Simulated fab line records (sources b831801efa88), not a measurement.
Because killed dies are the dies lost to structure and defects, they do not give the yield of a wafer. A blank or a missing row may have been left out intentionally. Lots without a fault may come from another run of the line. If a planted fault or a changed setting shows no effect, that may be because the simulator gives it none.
Struck lot and sound lot, side by side | flow sky130 | 16 out of 708 route steps
Sound: these wafers, L669.1, L669.4, L669.5. Struck: wafers L678.2, L678.5 (left out: L678.6, a lot-mate that was not struck); the cause follows at the end.
Per side, at each step with rows, come the tool, then ch with its chambers, and then its first start. Under that, the readings that differ: sound wafers | struck wafers | difference of the means | sigmas: that difference in standard deviations of wafers without a fault.
alike: readings with means less than 2 such deviations apart, plus words and numbers identical on both sides. not compared: withheld readings, readings lacking a value on some wafer, bounds such as >300 that could conceal the same value, and numbers that have no deviation in the record and whose values overlap.
Wherever a step has rows on one side only, a row that says differs or no value, or a row with sigmas, the two part there. Numbers that have no deviation but don't overlap get no sigmas and don't part them. A reading that every wafer of one side lacks parts them only if that side has two wafers or more.

first, 4 steps without rows for these wafers: SKY_LDD_N_IMPLANT_12; SKY_LDD_N_IMPLANT_13; SKY_LDD_N_IMPLANT_14; SKY_LDD_N_IMPLANT_15.
SKY_LDD_N_STRIP_16: strips in O2/N2.
  sound on plasma_asher-03 ch 0,1, day 19 22:12; struck on plasma_asher-03 ch 0, day 23 02:27
  alike: drypump_motor_current_A, oes_product_au, strip_time_to_endpoint_s
  not compared: rf_hours_counter_h
SKY_LDD_N_TW_MEAS_17:
  struck on film_metro-03, day 23 02:34; sound on film_metro-03, day 19 22:18
  alike: LDD_N_TW
then, 6 steps without rows for these wafers: SKY_LDD_P_DEHYDRATE_00 (time 60 s); SKY_LDD_P_HMDS_01 (prime time 60 s); SKY_LDD_P_COAT_02 (resist thk 1140 nm); SKY_LDD_P_SOFTBAKE_03 (time 60 s); SKY_LDD_P_EXPOSE_04 (exposes mask PSDM, target cd 380 nm); SKY_LDD_P_PEB_05.
SKY_LDD_P_DEVELOP_06: develop time 60 s.
  sound on litho_track-03 ch 0, day 21 05:07; struck on litho_track-03 ch 0, day 24 08:56
  reading         | sound          | struck    | difference | sigmas
  exhaust_pa (Pa) | 46.7 46.2 46.2 | 43.1 43.9 | -2.9       | -3
SKY_LDD_P_CD_MEAS_07: target cd 380 nm.
  struck on cd_sem-01, day 24 09:05; sound on cd_sem-01, day 21 05:16
  reading    | sound             | struck      | difference | sigmas
  cd_nm (nm) | 380.0 377.5 377.6 | 302.5 303.5 | -75.4      | -33
SKY_LDD_P_OVL_MEAS_08:
  struck on overlay-02, day 24 09:11; sound on overlay-01, day 21 05:23
  alike: LDD_P_OVL
-- the record jumps here: 25 days lie between the struck wafers' starts before and after (it left off in module LDD_P and takes up again in module PAD_OPEN, whose first step shown is number 708 of the route) --
SKY_PAD_OPEN_PROBE_99:
  rows exist in the record for the struck wafers here (prober-01, day 49 08:40), but not for the sound ones

## WHERE THEY PART
First at SKY_LDD_P_DEVELOP_06; last, within this record, at SKY_PAD_OPEN_PROBE_99.

WHY: what had been put in by the simulator
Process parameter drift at SKY_LDD_P_DEVELOP_06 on litho_track-03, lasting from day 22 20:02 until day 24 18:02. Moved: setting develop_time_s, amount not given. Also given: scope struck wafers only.
